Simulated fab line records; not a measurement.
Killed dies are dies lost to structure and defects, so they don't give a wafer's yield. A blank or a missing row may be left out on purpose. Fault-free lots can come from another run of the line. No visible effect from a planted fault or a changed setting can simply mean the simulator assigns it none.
fab line records	flow sky130
[record] lots = 7	wafers = 21	lastDay = 50
route steps=708 shown SONOS_TUNNEL@156 SONOS_ONO@168 PAD_OPEN@708
lots untouched by any fault: they come from a run of this same line in which no faults occurred
startH: hours from the record's opening day to when the first of the lot's shown wafers began	waitH: hours since the lot's step before	" the same as in the row above	L1.1+2: a row that stands for several wafers	- no value, or no start given	* or withheld: withheld	< > ~ a bound
route shown NAME@n: NAME is a module with steps in the file, n the number in the route of the first one	usual: the fault-free wafers' mean and standard deviation	same: alike in all rows	chamber/n: place in a boat	sites: each site's reading	_std_site: how widely they spread, as a standard deviation	_edge_site: the outer-site mean with the inner-site mean subtracted	radiusMm: for every site, how far away it sits from the centre of the wafer	mask NAME#n: copy n	behind: the tool/chamber that last shaped the wafer	hold: why the lot went on hold/how many hours it stayed there/how the hold came to an end	device: the n, p or np transistor that did not switch	end of line: tests of these same wafers at the route's end	a step with no rows: only its recipe	killed: not the wafer's yield, but the dies lost to structure and defects at the first sort	map: a wafer's dies, x killed, . not, _ none there
set.NAME: the run value of the setting; set.NAME@STEP: its run value at that earlier step	model.NAME: the simulator's own value behind a step, which no gauge read
lots at selected steps of the route; one table per step, one row per wafer
services: from which hour (startH, from the record's first day; less than 0 if before it) a tool's chamber was out of use, for how many hours, and why
[[steps]]
[step SKY_SONOS_TUNNEL_COAT_02]
[recipe] resist = NOVOLAK	spinRpm = 3000	resistThkNm = 1140
[step SKY_SONOS_TUNNEL_SOFTBAKE_03]
[recipe] tempC = 90	timeS = 60	resist = NOVOLAK
[step SKY_SONOS_TUNNEL_EXPOSE_04]
[recipe] maskId = TUNM	na = 0.6	sourceShape = conventional	sigmaOuter = 0.6	polarization = unpolarized	targetCdNm = 410	doseMj = 136
[step SKY_SONOS_TUNNEL_PEB_05]
[recipe] tempC = withheld	timeS = *	resist = NOVOLAK
[step SKY_SONOS_TUNNEL_DEVELOP_06]
[recipe] resist = NOVOLAK	developer = TMAH	developTimeS = 60	devTempC = 23
[step SKY_SONOS_TUNNEL_CD_MEAS_07]
[recipe] targetCdNm = 410
[usual] cdNm = 410.0/2.3
lot.wafer	tool	chamber	startH	waitH	cdNm
L620.2	cdSem-02	-	282.07	0.1	407.8
L620.3	"	-	"	"	409.0
L620.5	"	-	"	"	410.9
L621.1	cdSem-01	-	282.35	0.1	410.1
L621.2	"	-	"	"	409.8
L621.3	"	-	"	"	409.3
L622.2	cdSem-02	-	284.89	0.1	413.2
L622.4	"	-	"	"	413.3
L622.5	"	-	"	"	410.2
L627.1	cdSem-02	-	326.02	0.1	411.0
L627.5	"	-	"	"	409.9
L627.6	"	-	"	"	409.4
L633.3	cdSem-02	-	370.39	0.1	412.9
L633.5	"	-	"	"	413.6
L633.6	"	-	"	"	411.8
L636.1	cdSem-02	-	392.02	0.1	411.4
L636.5	"	-	"	"	409.1
L636.6	"	-	"	"	411.5
L641.1	cdSem-01	-	433.19	0.1	407.4
L641.2	"	-	"	"	412.0
L641.3	"	-	"	"	410.2
[step SKY_SONOS_TUNNEL_OVL_MEAS_08]
[usual] SONOS_TUNNEL_OVL = 0.5/1.3
lot.wafer	tool	chamber	startH	waitH	SONOS_TUNNEL_OVL[nm]
L620.2	overlay-01	-	282.18	0.1	-2.6
L620.3	"	-	"	"	-0.5
L620.5	"	-	"	"	-0.3
L621.1	overlay-02	-	282.47	0.1	-1.9
L621.2	"	-	"	"	0.0
L621.3	"	-	"	"	-3.2
L622.2	overlay-01	-	285.00	0.1	0.7
L622.4	"	-	"	"	-1.5
L622.5	"	-	"	"	-0.1
L627.1	overlay-02	-	326.14	0.1	0.7
L627.5	"	-	"	"	0.4
L627.6	"	-	"	"	-0.1
L633.3	overlay-01	-	370.48	0.1	0.6
L633.5	"	-	"	"	0.9
L633.6	"	-	"	"	0.6
L636.1	overlay-02	-	392.14	0.1	-0.6
L636.5	"	-	"	"	-0.1
L636.6	"	-	"	"	2.8
L641.1	overlay-02	-	433.31	0.1	-1.0
L641.2	"	-	"	"	0.9
L641.3	"	-	"	"	-1.2
[step SKY_SONOS_TUNNEL_IMPLANT_09]
[recipe] species = B	energyKev = 20	doseCm2 = 1e+12	tiltDeg = withheld
[step SKY_SONOS_TUNNEL_WET_ETCH_10]
[recipe] chemistry = dHF	targetDepthNm = 14	target = SiO2	dilution = 100:1	tempC = 25	timeS = 280
[step SKY_SONOS_TUNNEL_STRIP_11]
[recipe] chemistry = SPM	timeS = 600	tempC = 130
[step SKY_SONOS_TUNNEL_TW_MEAS_12]
[usual] SONOS_TUNNEL_TW = 199.0/1.2
lot.wafer	tool	chamber	startH	waitH	SONOS_TUNNEL_TW
L620.2	filmMetro-03	-	282.65	0.0	197.8
L620.3	"	-	"	"	198.3
L620.5	"	-	"	"	198.3
L621.1	filmMetro-04	-	282.94	0.0	199.3
L621.2	"	-	"	"	199.0
L621.3	"	-	"	"	198.0
L622.2	filmMetro-04	-	285.46	0.0	198.6
L622.4	"	-	"	"	197.9
L622.5	"	-	"	"	199.1
L627.1	filmMetro-04	-	326.60	0.0	199.4
L627.5	"	-	"	"	200.9
L627.6	"	-	"	"	199.1
L633.3	filmMetro-03	-	370.95	0.0	197.8
L633.5	"	-	"	"	197.3
L633.6	"	-	"	"	197.3
L636.1	filmMetro-04	-	392.75	0.0	200.2
L636.5	"	-	"	"	198.8
L636.6	"	-	"	"	200.1
L641.1	filmMetro-03	-	433.79	0.0	197.3
L641.2	"	-	"	"	197.6
L641.3	"	-	"	"	196.6
[step SKY_SONOS_TUNNEL_CLEAN_13]
[recipe] chemistry = dHF	timeS = 20	dilution = 100:1	dry = ipaMarangoni
[step SKY_SONOS_ONO_OXIDATION_00]
[recipe] tempC = 800	ambient = O2	idleTempC = 700	rampUpCPerMin = 10	rampDownCPerMin = 3	stabiliseS = 600	purgeS = 300	targetThkA = 26	oxTimeS = 1249
[usual] spikeTcCentreC = 800.2/1.3	spikeTcLowerC = 801.0/1.6	spikeTcUpperC = 799.6/1.2	tubeCenterTempC = 800/0.076	tube_center_temp_C_max = 802.0/0.33
lot.wafer	tool	chamber	startH	waitH	spikeTcCentreC	spikeTcLowerC	spikeTcUpperC	tubeCenterTempC	tube_center_temp_C_max	model.SiO2_of_SONOS_ONO_OXIDATION_00.thkNm
L620.2	furnace-01	0	283.73	1.0	807.9	806.1	806.0	807.22	809.5	2.842
L620.3	"	0	"	"	806.1	806.2	806.9	807.1	809.2	2.826
L620.5	"	0	"	"	807.2	806.4	807.0	807.28	809.1	2.883
L621.1	furnace-01	0	283.73	0.7	807.6	806.8	806.0	807.22	809.4	2.904
L621.2	"	0	"	"	807.1	808.4	806.0	807.04	808.6	2.922
L621.3	"	0	"	"	807.4	806.6	807.4	807.13	808.9	2.903
L622.2	furnace-01	0	286.25	0.7	805.8	807.6	805.9	807.19	809.1	2.871
L622.4	"	0	"	"	806.8	808.8	805.5	807.13	809.3	2.857
L622.5	"	0	"	"	806.7	807.4	806.6	807.25	809.7	2.896
L627.1	furnace-02	0	326.67	0.0	800.9	802.1	799.1	799.89	801.7	2.575
L627.5	"	0	"	"	800.7	804.7	798.1	800	802.2	2.625
L627.6	"	0	"	"	800.3	801.7	800.9	799.97	801.5	2.606
L633.3	furnace-02	0	372.99	2.0	801.5	801.6	801.0	800.07	802.2	2.602
L633.5	"	0	"	"	801.0	800.4	802.9	800.06	802.8	2.613
L633.6	"	0	"	"	801.5	803.1	800.0	799.94	801.5	2.624
L636.1	furnace-01	0	393.24	0.4	799.5	799.0	796.6	800.01	801.8	2.598
L636.5	"	0	"	"	798.2	798.5	797.5	799.98	802.4	2.632
L636.6	"	0	"	"	799.0	799.9	799.9	800.01	801.9	2.633
L641.1	furnace-02	0	433.87	0.0	801.9	803.5	800.7	800.09	802.4	2.59
L641.2	"	0	"	"	801.3	801.5	799.9	800	801.6	2.579
L641.3	"	0	"	"	801.8	802.5	800.4	799.94	801.8	2.608
[step SKY_SONOS_ONO_THK_MEAS_01]
[recipe] reads = SiO2_of_SONOS_ONO_OXIDATION_00
[usual] SONOS_ONO_OXIDATION_THK = 2.60/0.055
lot.wafer	tool	chamber	startH	waitH	SONOS_ONO_OXIDATION_THK[nm]
L621.1	filmMetro-04	-	285.08	0.0	2.89
L621.2	"	-	"	"	2.89
L621.3	"	-	"	"	2.88
L620.2	filmMetro-01	-	285.09	0.0	2.82
L620.3	"	-	"	"	2.77
L620.5	"	-	"	"	2.89
L622.2	filmMetro-03	-	287.61	0.0	2.90
L622.4	"	-	"	"	2.83
L622.5	"	-	"	"	2.85
L627.1	filmMetro-03	-	328.02	0.0	2.56
L627.5	"	-	"	"	2.64
L627.6	"	-	"	"	2.66
L633.3	filmMetro-04	-	374.36	0.0	2.61
L633.5	"	-	"	"	2.60
L633.6	"	-	"	"	2.68
L636.1	filmMetro-01	-	394.59	0.0	2.60
L636.5	"	-	"	"	2.60
L636.6	"	-	"	"	2.61
L641.1	filmMetro-01	-	435.21	0.0	2.54
L641.2	"	-	"	"	2.64
L641.3	"	-	"	"	2.59
[step SKY_SONOS_ONO_CVD_02]
[recipe] material = Si3N4	precursor = DCS/NH3	targetThkNm = 10.5	tempC = 770	timeS = 180	pressureMtorr = 250
[step SKY_PAD_OPEN_PROBE_99]
[usual] killed_at_M0_to_M3 = 44/6.8	killed_at_M4_up = 2.9/1.7	killedAtContacts = 24/5.2	killedAtFrontEnd = 15/4	killedAtOther = 0.2/0.44	killedDies = 86/9.9	killedOpen = 47/7.9	killedShort = 39/6.3
[same] grossDies = 492	killedAtBackSide = 0
lot.wafer	tool	chamber	startH	waitH	killed_at_M0_to_M3	killed_at_M4_up	killedAtContacts	killedAtFrontEnd	killedAtOther	killedDies	killedOpen	killedShort	model.etest.sonosErased.driveUaUm	model.etest.capOno.gateLog10ACm2	model.etest.capOno.toxAccNm	model.etest.sonosErased.vtV	model.etest.sonosProgrammed.vtV	model.etest.sonosBaked.vtLessV
L620.2	prober-01	-	1097.60	0.1	41	4	25	13	1	84	50	34	168.6	-8.729	13.44	-1.964	1.204	-0.3744
L620.3	prober-01	-	1097.65	0.2	36	2	15	13	0	66	30	36	126.5	-8.54	13.4	-1.921	1.253	-0.446
L620.5	prober-01	-	1097.75	0.2	45	4	23	21	0	93	53	40	140	-8.621	13.46	-1.886	1.231	-0.4264
L621.1	prober-02	-	1105.18	0.1	37	2	32	17	0	88	41	47	154	-8.282	13.16	-2.013	1.348	-0.3349
L621.2	prober-02	-	1105.23	0.1	37	6	28	18	0	89	48	41	135.1	-8.457	13.3	-1.913	1.273	-0.3679
L621.3	prober-02	-	1105.28	0.2	41	4	16	22	0	83	47	35	160.1	-8.301	13.17	-2.015	1.328	-0.4091
L622.2	prober-01	-	1107.07	0.1	36	4	21	14	0	75	52	23	166.5	-8.193	13.03	-2.1	1.452	-0.4326
L622.4	prober-01	-	1107.17	0.2	44	1	31	17	0	93	59	32	169.9	-8.02	12.96	-2.152	1.529	-0.5015
L622.5	prober-01	-	1107.22	0.2	40	2	23	15	1	81	45	36	181.8	-8.241	13.12	-2.07	1.356	-0.3901
L627.1	prober-02	-	1138.79	0.1	46	4	28	17	0	95	52	43	200	-8.042	13.01	-2.273	1.428	-0.4895
L627.5	prober-02	-	1138.99	0.2	45	4	33	18	0	100	46	53	177.3	-7.927	12.94	-2.255	1.458	-0.5002
L627.6	prober-02	-	1139.04	0.2	44	0	21	19	0	84	44	40	179.6	-7.95	12.89	-2.279	1.403	-0.4488
L633.3	prober-02	-	1167.15	0.2	50	0	24	16	0	90	49	40	149.1	-7.85	12.84	-2.272	1.499	-0.5429
L633.5	prober-02	-	1167.25	0.2	43	0	20	16	0	79	45	34	247.9	-7.79	12.79	-2.395	1.54	-0.5817
L633.6	prober-02	-	1167.30	0.2	49	2	25	9	0	85	46	39	171.7	-7.974	12.95	-2.254	1.471	-0.5516
L636.1	prober-01	-	1178.43	0.1	52	2	25	15	1	95	48	46	201.9	-8.01	12.95	-2.282	1.45	-0.4828
L636.5	prober-01	-	1178.63	0.2	43	0	22	15	0	80	37	43	202.2	-8.061	12.92	-2.263	1.422	-0.5006
L636.6	prober-01	-	1178.68	0.2	33	5	21	10	0	69	41	28	195.7	-7.864	12.86	-2.305	1.488	-0.452
L641.1	prober-02	-	1202.69	0.1	50	5	27	18	1	101	59	42	186.6	-8.122	12.99	-2.235	1.403	-0.5311
L641.2	prober-02	-	1202.74	0.1	43	3	20	17	0	83	52	31	204.6	-8.092	13.01	-2.271	1.404	-0.506
L641.3	prober-02	-	1202.79	0.2	43	2	26	17	0	88	56	32	170.5	-8.123	13.03	-2.192	1.353	-0.4505
// killed by level:class
L620.2 CONTACT:geometricParticle:open=14 VIA3:geometricParticle:open=11 VIA2:geometricParticle:open=7 METAL1:geometricParticle:short=7 METAL2:geometricParticle:short=7 LOCAL_INTERCONNECT:geometricParticle:short=5 FIELD_ISO:geometricParticle:open=4 FIELD_ISO:geometricParticle:short=3
L620.3 VIA1:geometricParticle:open=6 VIA3:geometricParticle:open=6 CONTACT:geometricParticle:open=5 VIA3:geometricParticle:short=5 FIELD_ISO:geometricParticle:short=4 LI_CONTACT:geometricParticle:short=4 METAL1:geometricParticle:short=4 METAL2:geometricParticle:short=4
L620.5 CONTACT:geometricParticle:open=9 VIA3:geometricParticle:open=9 LI_CONTACT:geometricParticle:open=8 METAL2:geometricParticle:short=8 VIA1:geometricParticle:open=6 VIA2:geometricParticle:open=6 FIELD_ISO:geometricParticle:open=5 FIELD_ISO:geometricParticle:short=4
L621.1 CONTACT:geometricParticle:open=13 VIA2:geometricParticle:open=6 LI_CONTACT:geometricParticle:short=6 LI_CONTACT:geometricParticle:open=6 METAL1:geometricParticle:short=6 METAL2:geometricParticle:short=6 FIELD_ISO:geometricParticle:short=5 POLY_GATE:geometricParticle:short=5
L621.2 VIA1:geometricParticle:open=13 CONTACT:geometricParticle:open=10 LI_CONTACT:geometricParticle:open=7 VIA2:geometricParticle:open=5 METAL4:geometricParticle:short=5 FIELD_ISO:geometricParticle:short=4 LI_CONTACT:geometricParticle:short=4 CONTACT:geometricParticle:short=4
L621.3 VIA2:geometricParticle:open=9 POLY_GATE:geometricParticle:open=9 CONTACT:geometricParticle:open=8 METAL1:geometricParticle:short=7 VIA1:geometricParticle:open=7 FIELD_ISO:geometricParticle:short=4 LI_CONTACT:geometricParticle:open=4 METAL3:geometricParticle:short=4
L622.2 VIA1:geometricParticle:open=10 VIA3:geometricParticle:open=10 LI_CONTACT:geometricParticle:open=7 FIELD_ISO:geometricParticle:open=6 CONTACT:geometricParticle:open=6 VIA2:geometricParticle:open=5 LI_CONTACT:geometricParticle:short=3 CONTACT:geometricParticle:short=3
L622.4 VIA1:geometricParticle:open=12 CONTACT:geometricParticle:open=10 LI_CONTACT:geometricParticle:open=9 VIA3:geometricParticle:open=8 FIELD_ISO:geometricParticle:open=7 METAL1:geometricParticle:short=7 CONTACT:geometricParticle:short=5 FIELD_ISO:geometricParticle:short=4
L622.5 CONTACT:geometricParticle:open=11 VIA1:geometricParticle:open=10 VIA1:geometricParticle:short=6 LI_CONTACT:geometricParticle:open=6 VIA2:geometricParticle:open=6 METAL1:geometricParticle:short=5 METAL2:geometricParticle:short=4 FIELD_ISO:geometricParticle:short=3
L627.1 VIA1:geometricParticle:open=13 VIA3:geometricParticle:open=11 CONTACT:geometricParticle:open=10 VIA1:geometricParticle:short=10 LOCAL_INTERCONNECT:geometricParticle:short=8 FIELD_ISO:geometricParticle:open=5 FIELD_ISO:geometricParticle:short=4 LI_CONTACT:geometricParticle:open=4
L627.5 VIA1:geometricParticle:open=16 LOCAL_INTERCONNECT:geometricParticle:short=9 LI_CONTACT:geometricParticle:short=8 LI_CONTACT:geometricParticle:open=7 VIA2:geometricParticle:open=7 VIA1:geometricParticle:short=6 CONTACT:geometricParticle:open=5 METAL1:geometricParticle:short=5
L627.6 CONTACT:geometricParticle:open=9 VIA1:geometricParticle:open=9 METAL1:geometricParticle:short=7 POLY_GATE:geometricParticle:open=5 POLY_GATE:geometricParticle:short=5 LOCAL_INTERCONNECT:geometricParticle:short=5 LI_CONTACT:geometricParticle:open=5 METAL2:geometricParticle:short=5
L633.3 VIA1:geometricParticle:open=13 LI_CONTACT:geometricParticle:open=10 CONTACT:geometricParticle:open=7 METAL1:geometricParticle:short=7 METAL2:geometricParticle:short=6 VIA2:geometricParticle:short=5 VIA2:geometricParticle:open=5 POLY_GATE:geometricParticle:open=4
L633.5 POLY_GATE:geometricParticle:open=7 VIA1:geometricParticle:open=7 METAL1:geometricParticle:short=6 VIA2:geometricParticle:open=6 VIA1:geometricParticle:short=5 LOCAL_INTERCONNECT:geometricParticle:open=4 VIA3:geometricParticle:open=4 CONTACT:geometricParticle:open=4
L633.6 CONTACT:geometricParticle:open=11 VIA1:geometricParticle:open=9 METAL1:geometricParticle:short=7 VIA2:geometricParticle:short=7 POLY_GATE:geometricParticle:open=6 METAL2:geometricParticle:short=6 LI_CONTACT:geometricParticle:open=5 VIA3:geometricParticle:open=5
L636.1 METAL2:geometricParticle:short=9 FIELD_ISO:geometricParticle:open=8 VIA1:geometricParticle:open=8 VIA1:geometricParticle:short=8 CONTACT:geometricParticle:open=7 CONTACT:geometricParticle:short=6 VIA2:geometricParticle:open=6 LI_CONTACT:geometricParticle:open=5
L636.5 VIA1:geometricParticle:open=11 VIA1:geometricParticle:short=7 METAL2:geometricParticle:short=6 VIA3:geometricParticle:open=6 FIELD_ISO:geometricParticle:short=5 CONTACT:geometricParticle:short=5 CONTACT:geometricParticle:open=5 METAL3:geometricParticle:short=5
L636.6 VIA1:geometricParticle:open=10 CONTACT:geometricParticle:open=7 LI_CONTACT:geometricParticle:open=5 FIELD_ISO:geometricParticle:open=4 METAL1:geometricParticle:short=4 CONTACT:geometricParticle:short=4 LOCAL_INTERCONNECT:geometricParticle:short=3 VIA1:geometricParticle:short=3
L641.1 VIA1:geometricParticle:open=14 CONTACT:geometricParticle:open=11 LI_CONTACT:geometricParticle:open=8 FIELD_ISO:geometricParticle:open=6 VIA3:geometricParticle:open=6 VIA3:geometricParticle:short=5 VIA1:geometricParticle:short=5 VIA2:geometricParticle:open=5
L641.2 VIA1:geometricParticle:open=11 CONTACT:geometricParticle:open=7 VIA1:geometricParticle:short=7 METAL1:geometricParticle:open=6 VIA2:geometricParticle:open=6 FIELD_ISO:geometricParticle:open=4 LI_CONTACT:geometricParticle:open=4 CONTACT:geometricParticle:short=4
L641.3 VIA1:geometricParticle:open=11 CONTACT:geometricParticle:open=9 VIA3:geometricParticle:open=8 POLY_GATE:geometricParticle:open=7 LOCAL_INTERCONNECT:geometricParticle:short=7 LI_CONTACT:geometricParticle:open=5 METAL1:geometricParticle:short=5 VIA2:geometricParticle:open=4
[[services]]
tool	chamber	startH	hours	kind
furnace-02	-	263.00	5.5	pm
furnace-02	-	291.45	2.9	pm
furnace-01	-	295.39	1.8	pm
furnace-01	-	302.65	3.5	pm
[[key]]
[firstSign] step = SKY_SONOS_ONO_OXIDATION_00	reading = tubeCenterTempC	direction = up	sigmas = 90	usual = *	struck = *
[effect] step = SKY_SONOS_ONO_OXIDATION_00	reading = tube_center_temp_C_max	direction = up	sigmas = 21	usual = *	struck = *
[effect] step = SKY_SONOS_ONO_THK_MEAS_01	reading = SONOS_ONO_OXIDATION_THK	direction = up	sigmas = 4.7	usual = 2.60	struck = 2.86
[modelEffect] step = SKY_SONOS_ONO_OXIDATION_00	value = SiO2_of_SONOS_ONO_OXIDATION_00.thkNm	without = 2.598	struck = 2.878
[modelEffect] step = SKY_PAD_OPEN_PROBE_99	value = etest.sonosErased.driveUaUm	without = 182.8	struck = 155.8
metAt SKY_SONOS_ONO_OXIDATION_00
struckWafers L620.2,L620.3,L620.5,L621.1,L621.2,L621.3,L622.2,L622.4,L622.5
testerLeftOut L620,L621,L622
[fault] kind = processParameterDrift	tool = furnace-01	chamber = -	onsetH = 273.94	steps = SKY_SONOS_ONO_OXIDATION_00	channel = tempC	offset = *	shape = step	endH = 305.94	actsIn = *	stated = *
// testerLeftOut: of these lots the tester's yield and bins aren't shown, on N5 and GAA mostly nor the transistor test; their killed dies are dies lost to structure and defects alone, not to doping, threshold or leakage, so they don't give the yield
